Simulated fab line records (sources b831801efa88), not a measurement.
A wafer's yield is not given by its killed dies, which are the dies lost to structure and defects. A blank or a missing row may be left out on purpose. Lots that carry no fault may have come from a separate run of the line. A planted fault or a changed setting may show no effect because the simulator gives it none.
The same fault as seen by 2 desks / flow sky130 / every desk sees just its own numbers, and what lay behind them comes last

== THE TOOL OWNER'S DESK: implanter-04 ==
SKY_LDD_HVP_IMPLANT_08, tool's own readings: per-lot mean of the sampled wafers with a number, covering each lot this tool ran. Any lot whose mean is over 4 standard deviations away from the usual mean is out of limits and marked OUT; that distance is given in the brackets.
Columns: A = doseIonsCm2 at SKY_LDD_HVP_IMPLANT_08, usual 1.7003e+13; B = faradayCurrentUA at SKY_LDD_HVP_IMPLANT_08, usual 96.1
lot=L740; first seen here=day 22 06:35; A=1.7014e+13; B=95.5
lot=L743; first seen here=day 23 08:23; A=1.7014e+13; B=97.8
lot=L745; first seen here=day 24 03:49; A=1.7012e+13; B=95.9
lot=L748; first seen here=day 25 10:46; A=2.0398e+13 (+99 or more) OUT; B=113.3 (+9.6) OUT
lot=L750; first seen here=day 25 22:49; A=2.0397e+13 (+99 or more) OUT; B=115.8 (+11) OUT
lot=L758; first seen here=day 28 21:07; A=1.6999e+13; B=95.9
lot=L759; first seen here=day 28 21:42; A=1.6989e+13; B=95.4
lot=L761; first seen here=day 29 09:55; A=1.7002e+13; B=95.4
This desk's finding: out of limits on L748, L750; first on L748, day 25 10:46 (doseIonsCm2 at SKY_LDD_HVP_IMPLANT_08). Within limits: L740, L743, L745, L758, L759, L761.

== METROLOGY DESK ==
What the gauges read, lot by lot, whatever tool the lot ran on: means of the sampled wafers that have a number. Any lot whose mean is over 4 standard deviations away from the usual mean is out of limits and marked OUT; that distance is given in the brackets.
Columns: A = LDD_HVP_TW at SKY_LDD_HVP_TW_MEAS_10, usual 456.9; B = cdNm at SKY_POLY_CUT_CD_MEAS_08, usual 270.1 nm; C = cdNm at SKY_SD_N_CD_MEAS_07, usual 380.2 nm
lot=L738; first seen here=day 21 12:13; A=459.3; B=271.7; C=382.6
lot=L740; first seen here=day 22 06:50; A=457.0; B=271.1; C=380.0
lot=L741; first seen here=day 22 16:14; A=456.7; B=270.0; C=381.1
lot=L743; first seen here=day 23 08:37; A=458.5; B=270.2; C=380.0
lot=L745; first seen here=day 24 04:01; A=457.6; B=271.8; C=382.1
lot=L746; first seen here=day 24 22:23; A=454.0; B=269.1; C=378.7
lot=L749; first seen here=day 25 10:58; A=455.2; B=268.9; C=379.6
lot=L748; first seen here=day 25 11:00; A=484.4 (+9.8) OUT; B=270.2; C=378.9
lot=L750; first seen here=day 25 23:03; A=481.7 (+8.8) OUT; B=266.6; C=381.2
lot=L758; first seen here=day 28 21:20; A=463.0; B=270.6; C=380.2
lot=L759; first seen here=day 28 21:55; A=455.2; B=271.1; C=379.8
lot=L761; first seen here=day 29 10:10; A=459.2; B=270.4; C=379.5
Per this desk, out of limits: L748, L750; the first was L748, day 25 11:00 (LDD_HVP_TW at SKY_LDD_HVP_TW_MEAS_10). Within limits: L738, L740, L741, L743, L745, L746, L749, L758, L759, L761.

== ALL TOGETHER ==
At day 25 10:46, on L748, L750, the tool owner's desk was in a position to raise an alarm.
At day 25 11:00 the metrology desk could have sounded an alarm, on L748, L750.
All the named lots went through SKY_LDD_HVP_IMPLANT_08 on implanter-04.

== WHAT THE SIMULATOR HAD INSERTED ==
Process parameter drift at SKY_LDD_HVP_IMPLANT_08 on implanter-04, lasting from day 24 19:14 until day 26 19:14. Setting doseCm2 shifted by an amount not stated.
Lots struck among those shown: L748, L750.
Time in hours from fault onset to the first out-of-limits reading at each desk: tool owner's desk 16, metrology desk 16.
